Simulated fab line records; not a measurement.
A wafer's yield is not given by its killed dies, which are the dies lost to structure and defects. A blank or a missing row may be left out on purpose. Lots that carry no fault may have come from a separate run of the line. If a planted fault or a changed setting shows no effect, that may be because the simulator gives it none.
fab line records	flow sky130
record lots=24	wafers=72	last-day=50
route steps=708 shown FIELD_ISO@28 CONTACT@431 METAL1@439 VIA3@587 CAP2M@605
lots that met no fault: taken from a fault-free run of the same line
start-h: hours from the record's opening day to when the first of the lot's shown wafers began	wait-h: hours since the lot's step before	" same as the row above	L1.1+2: a single row standing in for several wafers	- no value, or no start given	* or withheld: withheld	< > ~ a bound
route shown NAME@n: NAME is a module with steps in the file, n the number in the route of the first one	usual: average and standard deviation across the fault-free wafers	same: alike in all rows	chamber/n: place in a boat	sites: readings site by site	_std_site: the standard deviation of these	_edge_site: inner sites' mean taken away from outer sites' mean	radius-mm: how far each site lies from the wafer's centre	mask NAME#n: copy n	behind: the tool/chamber that last shaped the wafer	hold: cause of the lot's hold/its duration in hours/its outcome	device: the n, p or np transistor that did not switch	end of line: the tests these same wafers got at the end of their route	step lacking rows: just its recipe	killed: not the wafer's yield, but the dies lost to structure and defects at the first sort	map: the dies of a wafer, with x for killed, . for not killed, _ for no die there
set.NAME: the setting as run; set.NAME@STEP: as run at that earlier step	model.NAME: the simulator's own value behind a step, which no gauge read
one table for each step of the route and one row for each wafer, over a sample of lots
services: a tool's chamber out of use, with start hour (start-h, from the record's first day; less than 0 if before it), hours out, and reason
## steps
# step SKY_FIELD_ISO_CMP_27
# recipe stop-on=Si3N4	t-overpolish-s=16	down-force-psi=4	platen-rpm=60	target-thk-nm=457.8	pad-velocity-m-s=0.94248
# usual motor-current-A=11.7/0.85	overpolish-run-s=15.999/0.0092	time-to-endpoint-s=113/4.5
# same t-overpolish-s=16
lot.wafer	tool	chamber	start-h	wait-h	motor-current-A	overpolish-run-s	time-to-endpoint-s
L074.3	cmp-02	0	34.66	0.0	12.1	16.005	110
L074.2	"	2	"	"	12.3	15.992	107
L074.4	"	3	"	"	10.7	16.002	111
L075.4	cmp-01	0	42.41	0.3	12.4	16.004	113
L075.3	"	2	"	"	13.0	15.984	113
L075.5	"	1	"	"	10.4	15.993	114
L076.1	cmp-02	2	45.63	0.1	11.8	16.001	112
L076.2	"	3	"	"	11.4	15.995	109
L076.6	"	0	"	"	11.2	16.030	112
L077.1	cmp-02	1	48.48	0.1	10.8	16.011	114
L077.6	"	3	"	"	11.7	16.005	112
L077.5	"	0	"	"	11.1	16.000	118
L078.3	cmp-01	3	54.54	0.0	11.8	16.000	115
L078.2	"	1	"	"	10.8	16.001	116
L078.1	"	2	"	"	13.6	15.989	118
L079.2	cmp-01	0	78.63	0.1	12.4	16.004	113
L079.5	"	1	"	"	10.7	15.997	115
L079.6	"	2	"	"	13.3	16.005	113
L081.4	cmp-02	3	79.98	0.0	11.3	16.001	117
L081.1	"	0	"	"	11.5	15.993	117
L081.3	"	2	"	"	12.4	15.998	119
L082.2	cmp-01	1	80.26	0.3	11.3	16.008	107
L082.6	"	2	"	"	13.6	15.979	105
L082.5	"	3	"	"	11.2	16.011	104
L080.4	cmp-02	2	80.28	0.3	11.9	16.004	114
L080.1	"	3	"	"	11.3	15.995	113
L080.3	"	0	"	"	11.4	15.996	113
L083.1	cmp-01	1	85.78	0.0	11.3	16.019	118
L083.3	"	2	"	"	13.7	15.984	112
L083.6	"	2	"	"	13.4	15.996	114
L084.1	cmp-02	3	88.79	0.0	12.1	16.011	111
L084.3	"	2	"	"	12.1	16.001	113
L084.6	"	3	"	"	11.6	16.004	114
L085.4	cmp-01	0	96.63	0.1	12.9	16.011	104
L085.6	"	1	"	"	10.3	16.002	109
L085.5	"	2	"	"	13.4	16.005	107
L086.1	cmp-01	0	98.03	0.1	13.1	15.996	107
L086.2	"	1	"	"	10.5	15.996	110
L086.6	"	3	"	"	11.3	16.003	109
L087.4	cmp-02	2	101.20	0.0	12.4	15.993	117
L087.2	"	1	"	"	10.6	16.016	116
L087.5	"	2	"	"	12.3	15.980	123
L088.4	cmp-02	3	110.37	0.1	11.1	16.020	119
L088.1	"	0	"	"	12.2	15.995	115
L088.5	"	1	"	"	11.1	16.016	113
L089.2	cmp-01	1	121.54	0.1	10.6	16.008	115
L089.5	"	2	"	"	13.6	15.999	112
L089.6	"	3	"	"	10.6	15.996	113
L090.1	cmp-02	2	131.26	0.0	11.9	15.995	116
L090.5	"	2	"	"	12.2	16.011	119
L090.6	"	3	"	"	11.2	15.981	117
L091.1	cmp-01	0	131.31	0.1	12.7	15.990	106
L091.3	"	1	"	"	10.8	15.992	111
L091.5	"	0	"	"	12.7	15.998	105
L092.4	cmp-02	1	131.56	0.3	10.9	16.000	112
L092.3	"	0	"	"	12.1	15.992	116
L092.5	"	2	"	"	11.9	15.995	115
L093.4	cmp-02	2	142.54	0.0	11.2	16.007	123
L093.2	"	3	"	"	11.3	15.993	119
L093.3	"	0	"	"	11.6	16.000	123
L094.4	cmp-02	1	149.43	0.1	11.2	16.001	118
L094.1	"	3	"	"	11.7	15.992	117
L094.5	"	0	"	"	12.0	16.010	120
L095.3	cmp-01	0	153.57	0.0	12.7	15.994	105
L095.4	"	3	"	"	11.5	15.994	107
L095.5	"	1	"	"	10.5	15.994	108
L096.3	cmp-02	0	153.62	0.1	11.0	16.012	116
L096.1	"	1	"	"	10.7	15.993	118
L096.5	"	3	"	"	11.4	16.001	118
L097.2	cmp-02	0	158.41	0.0	11.3	15.988	113
L097.1	"	1	"	"	11.4	15.991	111
L097.3	"	3	"	"	11.6	16.010	111
# step SKY_CONTACT_RS_MEAS_25
# recipe thk-meas-gauge=four-point-probe	reads=W_of_CONTACT_CVD_24+TiN_of_CONTACT_SPUTTER_23
# usual CONTACT_W_RS=0.340/0.0035
lot.wafer	tool	chamber	start-h	wait-h	CONTACT_W_RS[ohm/sq]
L074.2	film-metro-01	-	727.53	0.1	0.334
L074.3	"	-	"	"	0.334
L074.4	"	-	"	"	0.337
L075.3	film-metro-01	-	739.32	0.1	0.337
L075.4	"	-	"	"	0.342
L075.5	"	-	"	"	0.341
L076.1	film-metro-04	-	745.46	0.1	0.336
L076.2	"	-	"	"	0.344
L076.6	"	-	"	"	0.341
L077.1	film-metro-03	-	750.26	0.1	0.346
L077.5	"	-	"	"	0.347
L077.6	"	-	"	"	0.347
L078.1	film-metro-04	-	757.72	0.1	0.336
L078.2	"	-	"	"	0.338
L078.3	"	-	"	"	0.341
L079.2	film-metro-04	-	801.78	0.1	0.341
L079.5	"	-	"	"	0.341
L079.6	"	-	"	"	0.338
L080.1	film-metro-04	-	803.68	0.1	0.343
L080.3	"	-	"	"	0.339
L080.4	"	-	"	"	0.343
L081.1	film-metro-01	-	804.56	0.1	0.335
L081.3	"	-	"	"	0.337
L081.4	"	-	"	"	0.338
L082.2	film-metro-03	-	807.12	0.1	0.339
L082.5	"	-	"	"	0.342
L082.6	"	-	"	"	0.342
L084.1	film-metro-01	-	810.56	0.1	0.337
L084.3	"	-	"	"	0.341
L084.6	"	-	"	"	0.334
L083.1	film-metro-04	-	814.11	0.1	0.342
L083.3	"	-	"	"	0.337
L083.6	"	-	"	"	0.341
L086.1	film-metro-04	-	826.61	0.1	0.342
L086.2	"	-	"	"	0.343
L086.6	"	-	"	"	0.346
L085.4	film-metro-01	-	833.98	0.1	0.341
L085.5	"	-	"	"	0.337
L085.6	"	-	"	"	0.338
L087.2	film-metro-03	-	835.79	0.1	0.341
L087.4	"	-	"	"	0.345
L087.5	"	-	"	"	0.348
L088.1	film-metro-04	-	852.54	0.1	0.339
L088.4	"	-	"	"	0.338
L088.5	"	-	"	"	0.335
L089.2	film-metro-03	-	874.98	0.1	0.344
L089.5	"	-	"	"	0.345
L089.6	"	-	"	"	0.342
L092.3	film-metro-03	-	886.90	0.1	0.347
L092.4	"	-	"	"	0.347
L092.5	"	-	"	"	0.343
L091.1	film-metro-01	-	887.97	0.1	0.336
L091.3	"	-	"	"	0.342
L091.5	"	-	"	"	0.339
L090.1	film-metro-03	-	888.19	0.1	0.340
L090.5	"	-	"	"	0.336
L090.6	"	-	"	"	0.341
L093.2	film-metro-03	-	899.13	0.1	0.342
L093.3	"	-	"	"	0.339
L093.4	"	-	"	"	0.335
L094.1	film-metro-04	-	904.06	0.1	0.338
L094.4	"	-	"	"	0.338
L094.5	"	-	"	"	0.344
L095.3	film-metro-01	-	912.30	0.1	0.340
L095.4	"	-	"	"	0.336
L095.5	"	-	"	"	0.340
L096.1	film-metro-04	-	912.67	0.1	0.339
L096.3	"	-	"	"	0.343
L096.5	"	-	"	"	0.341
L097.1	film-metro-03	-	932.43	0.1	0.335
L097.2	"	-	"	"	0.336
L097.3	"	-	"	"	0.334
# step SKY_METAL1_RS_MEAS_05
# recipe thk-meas-gauge=four-point-probe	reads=TiN_of_METAL1_SPUTTER_04+Ti_of_METAL1_SPUTTER_03+AlCu_of_METAL1_SPUTTER_02+TiN_of_METAL1_SPUTTER_01+Ti_of_METAL1_SPUTTER_00
# usual METAL1_ALCU_RS=0.1269/0.0012
lot.wafer	tool	chamber	start-h	wait-h	METAL1_ALCU_RS[ohm/sq]
L074.2	film-metro-01	-	728.15	0.0	0.1281
L074.3	"	-	"	"	0.1289
L074.4	"	-	"	"	0.1291
L075.3	film-metro-03	-	739.94	0.1	0.1275
L075.4	"	-	"	"	0.1271
L075.5	"	-	"	"	0.1268
L076.1	film-metro-01	-	746.08	0.0	0.1293
L076.2	"	-	"	"	0.1284
L076.6	"	-	"	"	0.1283
L077.1	film-metro-01	-	751.34	0.0	0.1265
L077.5	"	-	"	"	0.1272
L077.6	"	-	"	"	0.1274
L078.1	film-metro-02	-	758.34	0.0	0.1284
L078.2	"	-	"	"	0.1280
L078.3	"	-	"	"	0.1288
L079.2	film-metro-01	-	802.40	0.0	0.1267
L079.5	"	-	"	"	0.1266
L079.6	"	-	"	"	0.1275
L080.1	film-metro-03	-	804.30	0.0	0.1259
L080.3	"	-	"	"	0.1273
L080.4	"	-	"	"	0.1265
L081.1	film-metro-02	-	805.18	0.0	0.1250
L081.3	"	-	"	"	0.1257
L081.4	"	-	"	"	0.1252
L082.2	film-metro-01	-	807.74	0.0	0.1282
L082.5	"	-	"	"	0.1279
L082.6	"	-	"	"	0.1283
L084.1	film-metro-01	-	811.18	0.0	0.1259
L084.3	"	-	"	"	0.1260
L084.6	"	-	"	"	0.1262
L083.1	film-metro-03	-	814.73	0.0	0.1272
L083.3	"	-	"	"	0.1276
L083.6	"	-	"	"	0.1301
L086.1	film-metro-03	-	827.23	0.0	0.1271
L086.2	"	-	"	"	0.1260
L086.6	"	-	"	"	0.1253
L085.4	film-metro-02	-	834.60	0.1	0.1269
L085.5	"	-	"	"	0.1258
L085.6	"	-	"	"	0.1254
L087.2	film-metro-01	-	836.41	0.0	0.1260
L087.4	"	-	"	"	0.1266
L087.5	"	-	"	"	0.1250
L088.1	film-metro-01	-	853.16	0.0	0.1262
L088.4	"	-	"	"	0.1277
L088.5	"	-	"	"	0.1260
L089.2	film-metro-01	-	875.60	0.0	0.1263
L089.5	"	-	"	"	0.1257
L089.6	"	-	"	"	0.1259
L092.3	film-metro-03	-	887.53	0.1	0.1266
L092.4	"	-	"	"	0.1264
L092.5	"	-	"	"	0.1265
L091.1	film-metro-03	-	888.59	0.0	0.1275
L091.3	"	-	"	"	0.1273
L091.5	"	-	"	"	0.1281
L090.1	film-metro-02	-	888.81	0.0	0.1257
L090.5	"	-	"	"	0.1258
L090.6	"	-	"	"	0.1250
L093.2	film-metro-03	-	899.75	0.0	0.1271
L093.3	"	-	"	"	0.1270
L093.4	"	-	"	"	0.1283
L094.1	film-metro-02	-	904.68	0.0	0.1260
L094.4	"	-	"	"	0.1259
L094.5	"	-	"	"	0.1273
L095.3	film-metro-02	-	912.92	0.1	0.1287
L095.4	"	-	"	"	0.1276
L095.5	"	-	"	"	0.1284
L096.1	film-metro-01	-	913.29	0.0	0.1271
L096.3	"	-	"	"	0.1280
L096.5	"	-	"	"	0.1275
L097.1	film-metro-01	-	933.05	0.0	0.1265
L097.2	"	-	"	"	0.1269
L097.3	"	-	"	"	0.1272
# step SKY_VIA3_ETCH_14
# recipe chemistry=N2/H2	target=BARC	ion-energy-ev=203.8	source-w=500	bias-w=100	pressure-mtorr=30	n2-flow-sccm=100	h2-flow-sccm=200	stop-on=SiO2	time-s=45.9	target-depth-a=600
# usual drypump-motor-current-A=5.4/0.31	oes-product-au=0.856/0.0047	throttle-valve-pct=13.225/0.0089
lot.wafer	tool	chamber	start-h	wait-h	drypump-motor-current-A	oes-product-au	rf-hours-counter-h	throttle-valve-pct
L074.2	rie-diel-02	1	919.28	0.0	5.7	0.860	16	13.208
L074.3	"	0	"	"	5.4	0.860	22	13.229
L074.4	"	3	"	"	5.5	0.864	22	13.224
L075.3	rie-diel-02	1	927.62	0.0	5.6	0.853	16	13.228
L075.4	"	0	"	"	5.4	0.857	23	13.223
L075.5	"	1	"	"	5.6	0.853	-	13.229
L076.1	rie-diel-02	2	934.38	0.0	5.3	0.846	2	13.235
L076.2	"	1	"	"	5.7	0.860	16	13.235
L076.6	"	3	"	"	5.5	0.860	-	13.208
L077.1	rie-diel-02	0	941.07	0.0	5.5	0.851	23	13.214
L077.5	"	3	"	"	5.5	0.862	-	13.222
L077.6	"	0	"	"	5.5	0.851	-	13.220
L078.1	rie-diel-02	3	947.13	0.0	5.5	0.851	23	13.225
L078.2	"	0	"	"	5.4	0.855	23	13.228
L078.3	"	1	"	"	5.7	0.853	17	13.225
L079.2	rie-diel-04	2	988.18	0.0	5.0	0.867	22	13.218
L079.5	"	2	"	"	5.0	0.852	-	13.214
L079.6	"	3	"	"	5.9	0.861	-	13.225
L081.1	rie-diel-01	1	989.06	0.0	5.5	0.860	12	13.221
L081.3	"	0	"	"	5.3	0.851	4	13.221
L081.4	"	2	"	"	5.9	0.861	12	13.216
L080.1	rie-diel-04	3	989.41	0.0	5.9	0.856	20	13.226
L080.3	"	0	"	"	4.8	0.858	7	13.219
L080.4	"	1	"	"	5.5	0.848	18	13.233
L082.2	rie-diel-02	0	991.31	0.0	5.4	0.851	25	13.211
L082.5	"	2	"	"	5.3	0.864	-	13.222
L082.6	"	3	"	"	5.5	0.858	-	13.229
L084.1	rie-diel-01	0	993.26	0.0	5.4	0.849	4	13.232
L084.3	"	2	"	"	5.9	0.858	12	13.234
L084.6	"	1	"	"	5.5	0.853	-	13.220
L083.1	rie-diel-01	1	998.21	0.0	5.5	0.854	12	13.229
L083.3	"	0	"	"	5.3	0.866	4	13.218
L083.6	"	0	"	"	5.3	0.852	-	13.217
L086.1	rie-diel-04	3	1010.98	0.0	5.9	0.855	21	13.219
L086.2	"	0	"	"	4.9	0.850	8	13.213
L086.6	"	1	"	"	5.4	0.856	-	13.232
L085.4	rie-diel-04	1	1016.47	0.0	5.4	0.845	19	13.213
L085.5	"	3	"	"	5.9	0.858	-	13.234
L085.6	"	2	"	"	5.0	0.854	-	13.202
L087.2	rie-diel-02	2	1017.13	0.0	5.3	0.857	5	13.246
L087.4	"	3	"	"	5.5	0.849	26	13.231
L087.5	"	0	"	"	5.4	0.852	-	13.218
L088.1	rie-diel-02	0	1032.42	0.0	5.4	0.852	26	13.227
L088.4	"	2	"	"	5.3	0.857	5	13.226
L088.5	"	2	"	"	5.3	0.851	-	13.228
L089.2	rie-diel-02	2	1046.82	0.0	5.2	0.848	6	13.204
L089.5	"	3	"	"	5.5	0.855	-	13.207
L089.6	"	2	"	"	5.3	0.852	-	13.236
L092.3	rie-diel-04	0	1061.87	0.0	4.9	0.860	10	13.224
L092.4	"	2	"	"	5.0	0.857	24	13.222
L092.5	"	3	"	"	5.9	0.851	-	13.223
L091.1	rie-diel-02	3	1063.32	0.0	5.5	0.858	27	13.223
L091.3	"	2	"	"	5.3	0.856	7	13.245
L091.5	"	0	"	"	5.4	0.851	-	13.223
L090.1	rie-diel-04	2	1064.08	0.0	5.0	0.860	24	13.226
L090.5	"	2	"	"	5.0	0.851	-	13.229
L090.6	"	3	"	"	5.9	0.859	-	13.228
L093.2	rie-diel-02	0	1070.48	0.0	5.5	0.858	27	13.221
L093.3	"	3	"	"	5.6	0.855	28	13.229
L093.4	"	1	"	"	5.6	0.861	21	13.217
L094.1	rie-diel-04	3	1072.78	0.0	5.9	0.847	23	13.228
L094.4	"	0	"	"	4.8	0.855	11	13.229
L094.5	"	0	"	"	4.8	0.861	-	13.218
L095.3	rie-diel-02	0	1083.27	0.0	5.4	0.858	28	13.227
L095.4	"	2	"	"	5.3	0.854	7	13.214
L095.5	"	2	"	"	5.3	0.849	-	13.222
L096.1	rie-diel-04	1	1084.21	0.0	5.4	0.851	21	13.234
L096.3	"	3	"	"	5.9	0.857	23	13.212
L096.5	"	0	"	"	4.8	0.856	-	13.214
L097.1	rie-diel-01	3	1098.26	0.0	5.0	0.857	10	13.217
L097.2	"	2	"	"	5.9	0.851	15	13.218
L097.3	"	1	"	"	5.5	0.857	16	13.225
# step SKY_VIA3_CMP_24
# recipe stop-on=SiO2	t-overpolish-s=20	down-force-psi=3.5	platen-rpm=60	target-thk-nm=0	pad-velocity-m-s=0.94248
# usual motor-current-A=10.7/0.72	overpolish-run-s=20.001/0.0097	time-to-endpoint-s=94.0/3
# same t-overpolish-s=20
lot.wafer	tool	chamber	start-h	wait-h	motor-current-A	overpolish-run-s	time-to-endpoint-s
L074.2	cmp-01	1	920.39	0.1	10.0	19.985	93.7
L074.3	"	2	"	"	11.9	19.995	95.1
L074.4	"	3	"	"	10.4	20.011	89.6
L075.4	cmp-02	1	928.68	0.0	10.5	20.001	92.9
L075.3	"	3	"	"	10.8	19.990	95.0
L075.5	"	1	"	"	9.5	20.006	93.9
L076.1	cmp-01	1	935.44	0.1	10.0	20.009	91.9
L076.2	"	3	"	"	10.3	19.997	96.0
L076.6	"	1	"	"	10.0	20.009	89.9
L077.1	cmp-02	1	942.23	0.1	9.7	20.000	93.4
L077.6	"	3	"	"	10.6	20.017	93.8
L077.5	"	0	"	"	10.7	19.986	94.8
L078.3	cmp-02	1	948.20	0.0	9.9	19.996	90.0
L078.2	"	2	"	"	10.8	20.009	96.6
L078.1	"	3	"	"	11.0	20.014	97.7
L079.2	cmp-01	2	992.29	3.1	12.3	19.999	98.3
L079.6	"	0	"	"	11.7	19.996	94.7
L079.5	"	1	"	"	10.2	20.009	94.8
L081.3	cmp-01	2	992.84	2.7	12.3	19.995	98.6
L081.1	"	3	"	"	10.5	20.019	96.4
L081.4	"	0	"	"	11.7	19.981	94.8
L080.3	cmp-02	2	993.08	2.6	11.3	19.986	93.9
L080.4	"	3	"	"	10.6	19.998	94.1
L080.1	"	1	"	"	10.0	20.004	90.9
L082.2	cmp-01	0	994.29	2.0	11.8	20.007	94.4
L082.5	"	0	"	"	11.6	20.011	95.2
L082.6	"	1	"	"	10.2	19.996	96.8
L084.3	cmp-02	2	995.23	0.9	11.3	20.006	89.6
L084.1	"	0	"	"	10.5	20.019	88.9
L084.6	"	1	"	"	9.7	19.990	91.8
L083.1	cmp-02	0	999.28	0.1	10.7	20.025	89.9
L083.3	"	2	"	"	10.6	20.000	88.4
L083.6	"	1	"	"	10.5	20.010	85.8
L086.1	cmp-02	1	1012.13	0.1	10.1	20.010	92.9
L086.2	"	2	"	"	11.1	19.997	95.8
L086.6	"	0	"	"	10.4	19.998	93.6
L085.4	cmp-02	2	1017.68	0.2	11.1	20.013	93.5
L085.6	"	3	"	"	11.0	20.013	90.0
L085.5	"	0	"	"	10.7	20.021	92.7
L087.2	cmp-02	0	1018.28	0.1	11.1	19.985	91.6
L087.4	"	1	"	"	10.0	20.001	87.5
L087.5	"	3	"	"	10.8	20.000	94.9
L088.1	cmp-02	1	1033.53	0.1	10.3	20.008	89.5
L088.4	"	3	"	"	10.9	19.997	89.3
L088.5	"	0	"	"	10.5	19.997	95.3
L089.2	cmp-02	3	1048.03	0.2	10.3	20.010	97.2
L089.6	"	0	"	"	10.2	19.997	98.2
L089.5	"	1	"	"	9.8	20.002	93.6
L092.4	cmp-02	3	1062.96	0.0	10.3	19.998	93.5
L092.3	"	1	"	"	10.3	20.000	88.5
L092.5	"	0	"	"	10.8	19.990	93.4
L091.3	cmp-02	2	1064.64	0.2	11.6	19.984	96.3
L091.1	"	3	"	"	10.5	20.005	99.8
L091.5	"	2	"	"	11.2	19.986	97.6
L090.1	cmp-01	2	1065.19	0.1	12.2	19.999	99.2
L090.6	"	1	"	"	10.3	20.007	102.0
L090.5	"	2	"	"	11.9	19.995	96.4
L093.2	cmp-02	0	1071.54	0.0	10.7	20.000	93.9
L093.4	"	1	"	"	10.1	19.990	93.5
L093.3	"	3	"	"	10.9	20.002	96.7
L094.4	cmp-01	1	1073.89	0.1	9.8	19.999	95.7
L094.1	"	2	"	"	12.7	19.993	95.4
L094.5	"	0	"	"	11.2	19.994	91.3
L095.4	cmp-02	1	1084.55	0.2	10.2	20.005	93.3
L095.3	"	2	"	"	11.5	20.008	98.9
L095.5	"	0	"	"	10.6	19.996	93.9
L096.3	cmp-02	3	1085.70	0.3	10.6	20.000	94.7
L096.1	"	0	"	"	10.2	19.992	95.3
L096.5	"	3	"	"	10.3	19.999	91.8
L097.3	cmp-01	3	1099.37	0.1	10.2	20.019	95.9
L097.2	"	0	"	"	11.4	19.988	93.1
L097.1	"	1	"	"	10.2	19.999	95.3
# step SKY_CAP2M_SPUTTER_02
# recipe material=TiN	target-thk-nm=200	temp-c=300	power-w=6500	time-s=166.7	chamber-pressure-pa=0.4
# usual throttle-valve-pct=29.7/1.2
lot.wafer	tool	chamber	start-h	wait-h	throttle-valve-pct
L074.2	pvd-sputter-01	-	920.87	0.0	29.6
L074.3	"	-	"	"	30.8
L074.4	"	-	"	"	30.8
L075.3	pvd-sputter-01	-	929.21	0.0	30.7
L075.4	"	-	"	"	29.5
L075.5	"	-	"	"	30.8
L076.1	pvd-sputter-04	-	935.97	0.1	29.9
L076.2	"	-	"	"	27.0
L076.6	"	-	"	"	30.8
L077.1	pvd-sputter-03	-	942.66	0.1	27.4
L077.5	"	-	"	"	29.6
L077.6	"	-	"	"	32.2
L078.1	pvd-sputter-01	-	948.73	0.1	29.6
L078.2	"	-	"	"	29.3
L078.3	"	-	"	"	30.5
L079.2	pvd-sputter-01	-	992.74	0.0	30.7
L079.5	"	-	"	"	29.6
L079.6	"	-	"	"	29.5
L081.1	pvd-sputter-04	-	993.33	0.1	27.5
L081.3	"	-	"	"	29.8
L081.4	"	-	"	"	30.1
L080.1	pvd-sputter-01	-	993.61	0.1	29.6
L080.3	"	-	"	"	30.5
L080.4	"	-	"	"	29.0
L082.2	pvd-sputter-01	-	994.83	0.0	29.4
L082.5	"	-	"	"	30.6
L082.6	"	-	"	"	29.4
L084.1	pvd-sputter-01	-	995.71	0.1	29.4
L084.3	"	-	"	"	29.0
L084.6	"	-	"	"	29.6
L083.1	pvd-sputter-04	-	999.83	0.1	30.6
L083.3	"	-	"	"	29.8
L083.6	"	-	"	"	30.7
L086.1	pvd-sputter-01	-	1012.61	0.1	29.7
L086.2	"	-	"	"	29.5
L086.6	"	-	"	"	29.4
L085.4	pvd-sputter-04	-	1018.07	0.0	30.0
L085.5	"	-	"	"	30.6
L085.6	"	-	"	"	30.1
L087.2	pvd-sputter-01	-	1018.76	0.0	29.4
L087.4	"	-	"	"	29.7
L087.5	"	-	"	"	29.0
L088.1	pvd-sputter-03	-	1034.01	0.1	31.8
L088.4	"	-	"	"	27.8
L088.5	"	-	"	"	29.2
L089.2	pvd-sputter-03	-	1048.41	0.0	29.3
L089.5	"	-	"	"	32.1
L089.6	"	-	"	"	27.9
L092.3	pvd-sputter-03	-	1063.50	0.0	28.0
L092.4	"	-	"	"	29.7
L092.5	"	-	"	"	28.1
L091.1	pvd-sputter-01	-	1065.21	0.1	29.2
L091.3	"	-	"	"	29.6
L091.5	"	-	"	"	30.7
L090.1	pvd-sputter-04	-	1065.67	0.1	30.2
L090.5	"	-	"	"	30.0
L090.6	"	-	"	"	30.1
L093.2	pvd-sputter-01	-	1072.08	0.0	29.1
L093.3	"	-	"	"	29.7
L093.4	"	-	"	"	29.4
L094.1	pvd-sputter-04	-	1074.38	0.1	30.6
L094.4	"	-	"	"	29.9
L094.5	"	-	"	"	30.6
L095.3	pvd-sputter-03	-	1085.00	0.0	27.9
L095.4	"	-	"	"	30.1
L095.5	"	-	"	"	28.0
L096.1	pvd-sputter-04	-	1086.19	0.1	30.1
L096.3	"	-	"	"	30.5
L096.5	"	-	"	"	27.2
L097.1	pvd-sputter-03	-	1099.86	0.1	29.5
L097.2	"	-	"	"	27.9
L097.3	"	-	"	"	31.9
## services
tool	chamber	start-h	hours	kind
cmp-01	-	18.48	13.0	pm
cmp-02	-	40.82	3.4	repair
cmp-01	-	64.00	4.0	pm
cmp-02	-	90.64	2.4	repair
cmp-02	-	98.76	0.4	repair
cmp-02	-	104.67	1.3	repair
cmp-01	-	123.58	3.9	pm
cmp-02	-	154.79	1.2	repair
cmp-02	-	184.09	1.2	repair
cmp-01	-	194.29	0.7	repair
cmp-02	-	238.87	4.0	pm
cmp-02	-	249.68	2.1	repair
cmp-02	-	299.81	4.0	pm
cmp-02	-	361.41	4.6	pm
cmp-02	-	578.87	4.0	pm
cmp-02	-	641.47	1.4	repair
cmp-02	-	674.40	0.5	repair
cmp-02	-	730.48	7.9	pm
cmp-02	-	895.34	0.5	repair
cmp-02	-	918.87	4.0	pm
cmp-02	-	956.10	3.6	pm
cmp-02	-	983.60	8.9	pm
cmp-02	-	1013.64	2.5	repair
cmp-02	-	1099.43	8.2	pm
## key
fault none
